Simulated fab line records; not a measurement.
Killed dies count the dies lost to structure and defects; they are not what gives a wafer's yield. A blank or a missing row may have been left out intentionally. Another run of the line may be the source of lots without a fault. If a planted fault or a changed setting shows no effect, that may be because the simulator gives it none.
A single fault, viewed from 2 desks || flow gf180mcu || each desk holds nothing but its own numbers, with what lay behind them at the end
Where a reading is given only as a bound, like >300, the bound stands for it, and a mean or a difference that rests on one is marked > or <: the true number lies beyond.

== FOR THE TOOL OWNER'S DESK: cvdW-02 ==
The tool's own readings at GF_V2_CVD_23 (deposits W, target thk 350 nm, time 104.94 s): means of the sampled wafers that have a number, for each lot that ran on this tool. The brackets show how far a lot's mean lies from the usual mean; more than 4 standard deviations puts the lot out of limits, marked OUT.
Columns: A = chamberPressureTorr at GF_V2_CVD_23, usual 39.99 Torr; B = heaterPowerOuterW at GF_V2_CVD_23, usual 488 W; C = heaterPowerW at GF_V2_CVD_23, usual 769 W
{"lot": "L314", "first seen here": "day 20 14:15", "A": 39.99, "B": 453, "C": 646}
{"lot": "L315", "first seen here": "day 20 22:09", "A": 39.88, "B": 461, "C": 643}
{"lot": "L331", "first seen here": "day 26 12:42", "A": 39.99, "B": 472, "C": 714}
{"lot": "L332", "first seen here": "day 26 19:23", "A": 40.02, "B": 468, "C": 710}
{"lot": "L333", "first seen here": "day 27 09:59", "A": 39.89, "B": 471, "C": 759}
{"lot": "L335", "first seen here": "day 28 00:49", "A": 40.02, "B": 479, "C": 801}
{"lot": "L336", "first seen here": "day 28 01:37", "A": 40.14, "B": 478, "C": 771}
This desk found nothing out of limits on any of the 7 lots.

== FROM THE METROLOGY DESK ==
Means of the sampled wafers that have a number, per lot and without regard to the tool the lot ran on: this is what the gauges read. The brackets show how far a lot's mean lies from the usual mean; more than 4 standard deviations puts the lot out of limits, marked OUT.
Columns: A = V2_W_RS at GF_V2_RS_MEAS_24, usual 0.325 ohm/sq; B = V2_W_THK at GF_V2_THK_MEAS_25, usual 359 nm
{"lot": "L313", "first seen here": "day 20 08:43", "A": 0.323, "B": 357}
{"lot": "L314", "first seen here": "day 20 14:29", "A": 0.323, "B": 359}
{"lot": "L315", "first seen here": "day 20 22:22", "A": 0.322, "B": 356}
{"lot": "L316", "first seen here": "day 21 13:11", "A": 0.321, "B": 366}
{"lot": "L322", "first seen here": "day 23 15:08", "A": "44.337 (+99 or more) OUT", "B": "<0 (<-54) OUT"}
{"lot": "L323", "first seen here": "day 24 00:59", "A": "42.969 (+99 or more) OUT", "B": "<0 (<-54) OUT"}
{"lot": "L324", "first seen here": "day 24 06:07", "A": "44.194 (+99 or more) OUT", "B": "<0 (<-54) OUT"}
{"lot": "L328", "first seen here": "day 25 16:46", "A": 0.324, "B": 364}
{"lot": "L329", "first seen here": "day 25 22:23", "A": 0.325, "B": 355}
{"lot": "L330", "first seen here": "day 26 06:35", "A": 0.320, "B": 370}
{"lot": "L331", "first seen here": "day 26 12:49", "A": 0.328, "B": 361}
{"lot": "L332", "first seen here": "day 26 19:30", "A": 0.326, "B": 360}
{"lot": "L333", "first seen here": "day 27 10:06", "A": 0.326, "B": 360}
{"lot": "L335", "first seen here": "day 28 00:56", "A": 0.327, "B": 360}
{"lot": "L336", "first seen here": "day 28 01:44", "A": 0.326, "B": 356}
Per this desk, out of limits: L322, L323, L324; the first was L322, day 23 15:08 (V2_W_RS at GF_V2_RS_MEAS_24). L313, L314, L315, L316, L328, L329, L330, L331, L332, L333, L335, L336: within limits.

== BROUGHT TOGETHER ==
At day 23 15:08 the metrology desk could have sounded an alarm, on L322, L323, L324.
The tool owner's desk saw nothing out of limits.
The tool owner's desk has no number on record for L322, L323, L324.
The lots listed all ran GF_V2_CVD_23 on cvdW-02.

== WHAT WAS PUT IN BY THE SIMULATOR ==
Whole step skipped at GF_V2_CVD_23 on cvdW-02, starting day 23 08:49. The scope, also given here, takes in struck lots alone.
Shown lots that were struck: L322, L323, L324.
Per desk, hours elapsed from the start of the fault to the first reading out of limits: for the metrology desk, 6.
